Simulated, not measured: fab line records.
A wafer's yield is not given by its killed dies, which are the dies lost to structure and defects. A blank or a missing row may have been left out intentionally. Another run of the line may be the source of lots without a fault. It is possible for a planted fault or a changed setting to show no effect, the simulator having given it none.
fab line records + flow sky130
record
- lots=12
- wafers=36
- lastDay=50
route steps=708 shown VT_ADJUST_NCORE@121 VIA1@480 METAL2@498 VIA2@522
lots with no fault: from the same line, run without faults
startH: start of the lot's first displayed wafer, in hours after the record's first day + waitH: hours from the lot's prior step to this one + " identical to the entry in the row above + L1.1+2: a row that stands for several wafers + - value missing, or start not given + * or withheld: withheld + < > ~ a bound
route shown NAME@n: a module of which the file shows steps, and the number in the route of the first + usual: mean/standard deviation taken from wafers without a fault + same: alike in all rows + chamber/n: place in a boat + sites: readings site by site + _std_site: standard deviation of those values + _edge_site: outer sites' mean less inner sites' + radiusMm: for every site, how far away it sits from the centre of the wafer + mask NAME#n: copy n + behind: the most recent tool/chamber to have shaped the wafer + hold: why the lot was held/for how many hours/how that ended + device: transistor that didn't switch, given as n, p or np + end of line: at the end of the route, the tests of the same wafers + where a step has no rows: the recipe by itself + killed: dies lost to structure and defects at the first sort, not the wafer's yield + map: the dies of a wafer, with x for killed, . for not killed, _ for no die there
set.NAME: setting as actually run; set.NAME@STEP: the setting as run at that earlier step + model.NAME: the simulator's own value behind a step, which no gauge read
the route's steps for a sample of lots (tables are steps, rows are wafers)
services: a tool's chamber out of use, with start hour (startH, from the record's first day; less than 0 if before it), hours out, and reason
## steps
# step SKY_VT_ADJUST_NCORE_COAT_02
# recipe
- resist=NOVOLAK
- spinRpm=3000
- resistThkNm=1140
# usual
- dispensePressureKPa=50/3
| lot.wafer | tool          | chamber | startH | waitH | dispensePressureKPa |
|-----------|---------------|---------|--------|-------|---------------------|
| L823.1    | lithoTrack-01 | 0       | 173.00 | 0.1   | 51                  |
| L823.2    | "             | 0       | "      | "     | 51                  |
| L823.4    | "             | 0       | "      | "     | 51                  |
| L824.2    | lithoTrack-01 | 0       | 184.27 | 0.1   | 51                  |
| L824.4    | "             | 0       | "      | "     | 51                  |
| L824.6    | "             | 0       | "      | "     | 51                  |
| L826.2    | lithoTrack-04 | 0       | 199.18 | 0.1   | 52                  |
| L826.3    | "             | 0       | "      | "     | 52                  |
| L826.6    | "             | 0       | "      | "     | 52                  |
| L829.1    | lithoTrack-03 | 0       | 222.24 | 0.1   | 45                  |
| L829.2    | "             | 0       | "      | "     | 45                  |
| L829.5    | "             | 0       | "      | "     | 45                  |
| L831.2    | lithoTrack-04 | 0       | 230.83 | 0.1   | 52                  |
| L831.3    | "             | 0       | "      | "     | 52                  |
| L831.5    | "             | 0       | "      | "     | 52                  |
| L832.1    | lithoTrack-03 | 0       | 240.29 | 0.1   | 45                  |
| L832.4    | "             | 0       | "      | "     | 45                  |
| L832.6    | "             | 0       | "      | "     | 45                  |
| L837.2    | lithoTrack-01 | 0       | 270.77 | 0.1   | 51                  |
| L837.3    | "             | 0       | "      | "     | 51                  |
| L837.5    | "             | 0       | "      | "     | 51                  |
| L838.1    | lithoTrack-03 | 0       | 281.79 | 0.1   | 45                  |
| L838.2    | "             | 0       | "      | "     | 45                  |
| L838.3    | "             | 0       | "      | "     | 45                  |
| L839.1    | lithoTrack-03 | 0       | 286.74 | 0.1   | 45                  |
| L839.5    | "             | 0       | "      | "     | 45                  |
| L839.6    | "             | 0       | "      | "     | 45                  |
| L841.1    | lithoTrack-03 | 0       | 304.74 | 0.1   | 45                  |
| L841.3    | "             | 0       | "      | "     | 45                  |
| L841.6    | "             | 0       | "      | "     | 45                  |
| L844.1    | lithoTrack-01 | 0       | 324.99 | 0.1   | 51                  |
| L844.2    | "             | 0       | "      | "     | 51                  |
| L844.3    | "             | 0       | "      | "     | 51                  |
| L845.2    | lithoTrack-04 | 0       | 332.38 | 0.1   | 52                  |
| L845.4    | "             | 0       | "      | "     | 52                  |
| L845.6    | "             | 0       | "      | "     | 52                  |
# step SKY_VT_ADJUST_NCORE_STRIP_10
# recipe
- chemistry=O2/N2
- powerW=1400
- pressureMtorr=1500
- platenTempC=withheld
- o2FlowSccm=3000
- n2FlowSccm=300
- overashFraction=0.5
# usual
- chamberPressureMTorr=1499.9/1.4
- drypumpMotorCurrentA=5.6/0.39
- oesProductAu=0.716/0.005
- stripTimeToEndpointS=14.17/0.045
| lot.wafer | tool           | chamber | startH | waitH | chamberPressureMTorr | drypumpMotorCurrentA | oesProductAu | rfHoursCounterH | stripTimeToEndpointS |
|-----------|----------------|---------|--------|-------|----------------------|----------------------|--------------|-----------------|----------------------|
| L823.1    | plasmaAsher-04 | 1       | 184.25 | 0.1   | 1498.5               | 5.8                  | 0.713        | 6               | 14.22                |
| L823.2    | "              | 0       | "      | "     | 1500.5               | 5.4                  | 0.713        | 6               | 14.25                |
| L823.4    | "              | 0       | "      | "     | 1501.4               | 5.4                  | 0.709        | -               | 14.27                |
| L824.2    | plasmaAsher-04 | 1       | 194.71 | 0.1   | 1498.8               | 5.8                  | 0.713        | 7               | 14.19                |
| L824.4    | "              | 0       | "      | "     | 1499.7               | 5.4                  | 0.708        | -               | 14.24                |
| L824.6    | "              | 1       | "      | "     | 1499.2               | 5.8                  | 0.714        | -               | 14.23                |
| L826.2    | plasmaAsher-03 | 1       | 210.51 | 0.1   | 1501.6               | 5.7                  | 0.723        | 51              | 14.15                |
| L826.3    | "              | 1       | "      | "     | 1500.5               | 5.8                  | 0.728        | -               | 14.12                |
| L826.6    | "              | 0       | "      | "     | 1498.7               | 4.9                  | 0.723        | -               | 14.11                |
| L829.1    | plasmaAsher-02 | 0       | 234.00 | 0.1   | 1499.7               | 6.1                  | 0.718        | 54              | 14.18                |
| L829.2    | "              | 1       | "      | "     | 1499.4               | 5.8                  | 0.721        | 54              | 14.15                |
| L829.5    | "              | 1       | "      | "     | 1499.4               | 5.8                  | 0.709        | -               | 14.19                |
| L831.2    | plasmaAsher-03 | 1       | 243.10 | 0.1   | 1500.3               | 5.7                  | 0.716        | 54              | 14.20                |
| L831.3    | "              | 1       | "      | "     | 1501.6               | 5.7                  | 0.712        | -               | 14.22                |
| L831.5    | "              | 0       | "      | "     | 1498.5               | 4.9                  | 0.714        | -               | 14.20                |
| L832.1    | plasmaAsher-02 | 0       | 252.55 | 0.1   | 1501.6               | 6.1                  | 0.713        | 55              | 14.14                |
| L832.4    | "              | 0       | "      | "     | 1498.9               | 6.1                  | 0.716        | -               | 14.14                |
| L832.6    | "              | 0       | "      | "     | 1503.5               | 6.1                  | 0.713        | -               | 14.13                |
| L837.2    | plasmaAsher-03 | 0       | 283.50 | 0.1   | 1500.1               | 4.9                  | 0.710        | 58              | 14.18                |
| L837.3    | "              | 0       | "      | "     | 1498.0               | 4.9                  | 0.720        | -               | 14.20                |
| L837.5    | "              | 0       | "      | "     | 1501.4               | 4.9                  | 0.713        | -               | 14.24                |
| L838.1    | plasmaAsher-03 | 0       | 294.96 | 0.1   | 1498.6               | 4.9                  | 0.722        | 59              | 13.85                |
| L838.2    | "              | 1       | "      | "     | 1500.9               | 5.7                  | 0.719        | 59              | 13.86                |
| L838.3    | "              | 0       | "      | "     | 1500.9               | 4.9                  | 0.713        | -               | 13.88                |
| L839.1    | plasmaAsher-04 | 1       | 300.11 | 0.1   | 1501.5               | 5.8                  | 0.715        | 18              | 13.84                |
| L839.5    | "              | 0       | "      | "     | 1500.1               | 5.4                  | 0.718        | -               | 13.90                |
| L839.6    | "              | 1       | "      | "     | 1500.3               | 5.8                  | 0.713        | -               | 13.88                |
| L841.1    | plasmaAsher-04 | 1       | 317.95 | 0.1   | 1501.4               | 5.8                  | 0.721        | 19              | 13.95                |
| L841.3    | "              | 1       | "      | "     | 1502.7               | 5.8                  | 0.712        | -               | 13.97                |
| L841.6    | "              | 1       | "      | "     | 1499.4               | 5.8                  | 0.711        | -               | 13.93                |
| L844.1    | plasmaAsher-03 | 1       | 339.30 | 0.1   | 1499.5               | 5.7                  | 0.718        | 63              | 14.21                |
| L844.2    | "              | 0       | "      | "     | 1499.3               | 4.9                  | 0.715        | 63              | 14.20                |
| L844.3    | "              | 1       | "      | "     | 1501.7               | 5.7                  | 0.710        | -               | 14.19                |
| L845.2    | plasmaAsher-03 | 0       | 346.30 | 0.1   | 1500.1               | 4.9                  | 0.713        | 64              | 14.16                |
| L845.4    | "              | 0       | "      | "     | 1498.1               | 4.9                  | 0.713        | -               | 14.20                |
| L845.6    | "              | 1       | "      | "     | 1499.6               | 5.8                  | 0.718        | -               | 14.15                |
# step SKY_VIA1_RS_MEAS_22
# recipe
- thkMeasGauge=four-point-probe
- reads=W_of_VIA1_CVD_21+TiN_of_VIA1_SPUTTER_20
# usual
- VIA1_W_RS=0.428/0.0061
| lot.wafer | tool         | chamber | startH | waitH | VIA1_W_RS[ohm/sq] |
|-----------|--------------|---------|--------|-------|-------------------|
| L823.1    | filmMetro-04 | -       | 797.48 | 0.1   | 0.422             |
| L823.2    | "            | -       | "      | "     | 0.432             |
| L823.4    | "            | -       | "      | "     | 0.434             |
| L824.2    | filmMetro-04 | -       | 807.30 | 0.1   | 0.415             |
| L824.4    | "            | -       | "      | "     | 0.418             |
| L824.6    | "            | -       | "      | "     | 0.411             |
| L826.2    | filmMetro-01 | -       | 825.31 | 0.1   | 0.424             |
| L826.3    | "            | -       | "      | "     | 0.427             |
| L826.6    | "            | -       | "      | "     | 0.433             |
| L829.1    | filmMetro-01 | -       | 853.90 | 0.1   | 0.432             |
| L829.2    | "            | -       | "      | "     | 0.432             |
| L829.5    | "            | -       | "      | "     | 0.433             |
| L831.2    | filmMetro-04 | -       | 865.22 | 0.1   | 0.430             |
| L831.3    | "            | -       | "      | "     | 0.427             |
| L831.5    | "            | -       | "      | "     | 0.429             |
| L832.1    | filmMetro-02 | -       | 871.06 | 0.1   | 0.434             |
| L832.4    | "            | -       | "      | "     | 0.429             |
| L832.6    | "            | -       | "      | "     | 0.430             |
| L837.2    | filmMetro-04 | -       | 899.99 | 0.1   | 0.431             |
| L837.3    | "            | -       | "      | "     | 0.428             |
| L837.5    | "            | -       | "      | "     | 0.420             |
| L838.1    | filmMetro-02 | -       | 914.03 | 0.1   | 0.421             |
| L838.2    | "            | -       | "      | "     | 0.433             |
| L838.3    | "            | -       | "      | "     | 0.420             |
| L839.1    | filmMetro-01 | -       | 922.99 | 0.1   | 0.436             |
| L839.5    | "            | -       | "      | "     | 0.418             |
| L839.6    | "            | -       | "      | "     | 0.435             |
| L841.1    | filmMetro-04 | -       | 936.79 | 0.1   | 0.424             |
| L841.3    | "            | -       | "      | "     | 0.425             |
| L841.6    | "            | -       | "      | "     | 0.433             |
| L844.1    | filmMetro-04 | -       | 958.91 | 0.1   | 0.422             |
| L844.2    | "            | -       | "      | "     | 0.426             |
| L844.3    | "            | -       | "      | "     | 0.422             |
| L845.2    | filmMetro-04 | -       | 963.51 | 0.1   | 0.435             |
| L845.4    | "            | -       | "      | "     | 0.429             |
| L845.6    | "            | -       | "      | "     | 0.420             |
# step SKY_METAL2_CD_MEAS_15
# recipe
- targetCdNm=140
# usual
- cdNm=140.1/1.5
| lot.wafer | tool     | chamber | startH | waitH | cdNm  |
|-----------|----------|---------|--------|-------|-------|
| L823.1    | cdSem-01 | -       | 823.94 | -     | 139.3 |
| L823.2    | "        | -       | "      | "     | 139.5 |
| L823.4    | "        | -       | "      | "     | 139.5 |
| L824.2    | cdSem-02 | -       | 834.51 | -     | 140.8 |
| L824.4    | "        | -       | "      | "     | 140.0 |
| L824.6    | "        | -       | "      | "     | 141.7 |
| L826.2    | cdSem-02 | -       | 852.16 | -     | 140.1 |
| L826.3    | "        | -       | "      | "     | 138.4 |
| L826.6    | "        | -       | "      | "     | 138.8 |
| L829.1    | cdSem-02 | -       | 880.24 | -     | 143.0 |
| L829.2    | "        | -       | "      | "     | 140.8 |
| L829.5    | "        | -       | "      | "     | 142.4 |
| L831.2    | cdSem-01 | -       | 891.86 | -     | 141.7 |
| L831.3    | "        | -       | "      | "     | 140.7 |
| L831.5    | "        | -       | "      | "     | 141.2 |
| L832.1    | cdSem-01 | -       | 897.09 | -     | 139.9 |
| L832.4    | "        | -       | "      | "     | 139.7 |
| L832.6    | "        | -       | "      | "     | 140.1 |
| L837.2    | cdSem-01 | -       | 925.49 | -     | 138.5 |
| L837.3    | "        | -       | "      | "     | 139.2 |
| L837.5    | "        | -       | "      | "     | 138.4 |
| L838.1    | cdSem-01 | -       | 939.47 | -     | 137.6 |
| L838.2    | "        | -       | "      | "     | 136.8 |
| L838.3    | "        | -       | "      | "     | 136.1 |
| L839.1    | cdSem-01 | -       | 948.02 | -     | 140.8 |
| L839.5    | "        | -       | "      | "     | 142.6 |
| L839.6    | "        | -       | "      | "     | 141.6 |
| L841.1    | cdSem-02 | -       | 962.49 | -     | 139.4 |
| L841.3    | "        | -       | "      | "     | 140.1 |
| L841.6    | "        | -       | "      | "     | 140.5 |
| L844.1    | cdSem-01 | -       | 983.69 | -     | 136.9 |
| L844.2    | "        | -       | "      | "     | 138.7 |
| L844.3    | "        | -       | "      | "     | 138.5 |
| L845.2    | cdSem-01 | -       | 987.21 | -     | 140.2 |
| L845.4    | "        | -       | "      | "     | 139.2 |
| L845.6    | "        | -       | "      | "     | 140.4 |
# step SKY_VIA2_ETCH_15
# recipe
- target=SiO2
- chemistry=C4F8/O2/Ar
- targetDepthNm=546
- stopOn=TiN
- maskMaterial=KrF-thick
- sourceW=1500
- biasW=1200
- pressureMtorr=40
- c4f8FlowSccm=withheld
- O2_flow_sccm=6
- Ar_flow_sccm=300
- timeS=84
# usual
- chamberPressureMTorr=40.00/0.037
- oesProductAu=0.939/0.0046
| lot.wafer | tool       | chamber | startH  | waitH | chamberPressureMTorr | oesProductAu | rfHoursCounterH |
|-----------|------------|---------|---------|-------|----------------------|--------------|-----------------|
| L823.1    | rieDiel-03 | 3       | 851.47  | 0.0   | 39.98                | 0.942        | 5               |
| L823.2    | "          | 1       | "       | "     | 40.03                | 0.944        | 13              |
| L823.4    | "          | 3       | "       | "     | 40.00                | 0.930        | -               |
| L824.2    | rieDiel-02 | 2       | 862.47  | 0.0   | 39.92                | 0.948        | 13              |
| L824.4    | "          | 3       | "       | "     | 39.99                | 0.932        | 11              |
| L824.6    | "          | 2       | "       | "     | 39.98                | 0.946        | -               |
| L826.2    | rieDiel-02 | 1       | 879.54  | 0.0   | 39.94                | 0.936        | 9               |
| L826.3    | "          | 2       | "       | "     | 40.00                | 0.946        | 14              |
| L826.6    | "          | 1       | "       | "     | 40.00                | 0.940        | -               |
| L829.1    | rieDiel-03 | 3       | 907.92  | 0.0   | 39.92                | 0.945        | 7               |
| L829.2    | "          | 1       | "       | "     | 39.94                | 0.933        | 15              |
| L829.5    | "          | 1       | "       | "     | 40.08                | 0.934        | -               |
| L831.2    | rieDiel-02 | 3       | 918.32  | 0.0   | 39.97                | 0.938        | 12              |
| L831.3    | "          | 1       | "       | "     | 39.99                | 0.943        | 10              |
| L831.5    | "          | 2       | "       | "     | 39.92                | 0.939        | -               |
| L832.1    | rieDiel-04 | 3       | 923.39  | 0.0   | 39.99                | 0.947        | 20              |
| L832.4    | "          | 2       | "       | "     | 39.94                | 0.942        | 13              |
| L832.6    | "          | 1       | "       | "     | 40.06                | 0.947        | -               |
| L837.2    | rieDiel-02 | 2       | 952.04  | 0.0   | 40.06                | 0.936        | 16              |
| L837.3    | "          | 3       | "       | "     | 39.96                | 0.940        | 13              |
| L837.5    | "          | 2       | "       | "     | 39.99                | 0.940        | -               |
| L838.1    | rieDiel-04 | 2       | 965.19  | 0.0   | 39.99                | 0.941        | 15              |
| L838.2    | "          | 3       | "       | "     | 40.03                | 0.946        | 21              |
| L838.3    | "          | 0       | "       | "     | 39.91                | 0.943        | 12              |
| L839.1    | rieDiel-02 | 0       | 974.35  | 0.0   | 39.93                | 0.941        | 7               |
| L839.5    | "          | 2       | "       | "     | 39.96                | 0.936        | -               |
| L839.6    | "          | 3       | "       | "     | 39.99                | 0.944        | -               |
| L841.1    | rieDiel-02 | 1       | 987.70  | 0.0   | 39.99                | 0.938        | 13              |
| L841.3    | "          | 0       | "       | "     | 40.02                | 0.937        | 8               |
| L841.6    | "          | 1       | "       | "     | 40.00                | 0.937        | -               |
| L844.1    | rieDiel-04 | 1       | 1008.35 | 0.0   | 40.01                | 0.937        | 18              |
| L844.2    | "          | 2       | "       | "     | 39.98                | 0.948        | 16              |
| L844.3    | "          | 3       | "       | "     | 40.01                | 0.930        | 22              |
| L845.2    | rieDiel-04 | 3       | 1012.17 | 0.0   | 39.98                | 0.935        | 22              |
| L845.4    | "          | 0       | "       | "     | 39.99                | 0.939        | 14              |
| L845.6    | "          | 1       | "       | "     | 39.96                | 0.934        | -               |
## services
| tool           | chamber | startH | hours | kind   |
|----------------|---------|--------|-------|--------|
| rieDiel-04     | 2       | 156.19 | 3.0   | repair |
| rieDiel-04     | -       | 215.39 | 14.6  | pm     |
| plasmaAsher-03 | -       | 411.54 | 0.8   | repair |
| rieDiel-04     | 2       | 417.52 | 3.4   | repair |
| rieDiel-02     | 0       | 543.22 | 5.3   | repair |
| rieDiel-04     | 3       | 544.42 | 5.6   | repair |
| rieDiel-02     | 1       | 547.78 | 10.6  | repair |
| plasmaAsher-03 | -       | 563.60 | 18.2  | repair |
| plasmaAsher-03 | -       | 586.17 | 2.8   | pm     |
| plasmaAsher-03 | -       | 611.03 | 4.3   | pm     |
| rieDiel-02     | -       | 668.76 | 28.1  | pm     |
| rieDiel-02     | -       | 715.54 | 2.8   | pm     |
| rieDiel-02     | -       | 720.58 | 1.1   | repair |
| plasmaAsher-03 | -       | 733.75 | 9.0   | pm     |
| rieDiel-02     | 1       | 757.36 | 6.3   | repair |
| plasmaAsher-03 | -       | 789.07 | 23.1  | repair |
| rieDiel-02     | 0       | 796.00 | 15.3  | repair |
| plasmaAsher-03 | -       | 797.02 | 1.1   | repair |
| rieDiel-02     | 3       | 871.93 | 8.7   | repair |
| rieDiel-02     | 3       | 922.64 | 15.9  | repair |
| rieDiel-02     | 1       | 931.04 | 1.3   | repair |
| plasmaAsher-03 | -       | 957.95 | 2.6   | repair |
| rieDiel-02     | 2       | 982.01 | 6.4   | repair |
| plasmaAsher-03 | -       | 985.45 | 2.0   | repair |
## key
firstSign
- step=SKY_VT_ADJUST_NCORE_STRIP_10
- reading=stripTimeToEndpointS
- direction=down
- sigmas=6.1
- usual=*
- struck=*
- through=*
effect none on later readings
metAt SKY_VT_ADJUST_NCORE_COAT_02
struckLots L838,L839,L841
testerLeftOut L838,L839,L841
loopTrim
- step=SKY_VT_ADJUST_NCORE_EXPOSE_04
- setting=dose
- lots=L841
notActingAt SKY_VIA1_RS_MEAS_22,SKY_METAL2_CD_MEAS_15,SKY_VIA2_ETCH_15
onsetBetween 240.29 281.79
fault
- kind=processParameterDrift
- tool=lithoTrack-03
- chamber=-
- onsetH=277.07
- steps=SKY_VT_ADJUST_NCORE_COAT_02
- channel=resistThkNm
- offset=-19.76
- shape=step
- endH=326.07
- actsIn=theseRecipesOnly
- stated=1140
# testerLeftOut: of these lots the tester's yield and bins aren't shown, on N5 and GAA mostly nor the transistor test; their killed dies are dies lost to structure and defects alone, not to doping, threshold or leakage, so they don't give the yield
# loopTrim: a control loop set the setting to another value than it would have without faults
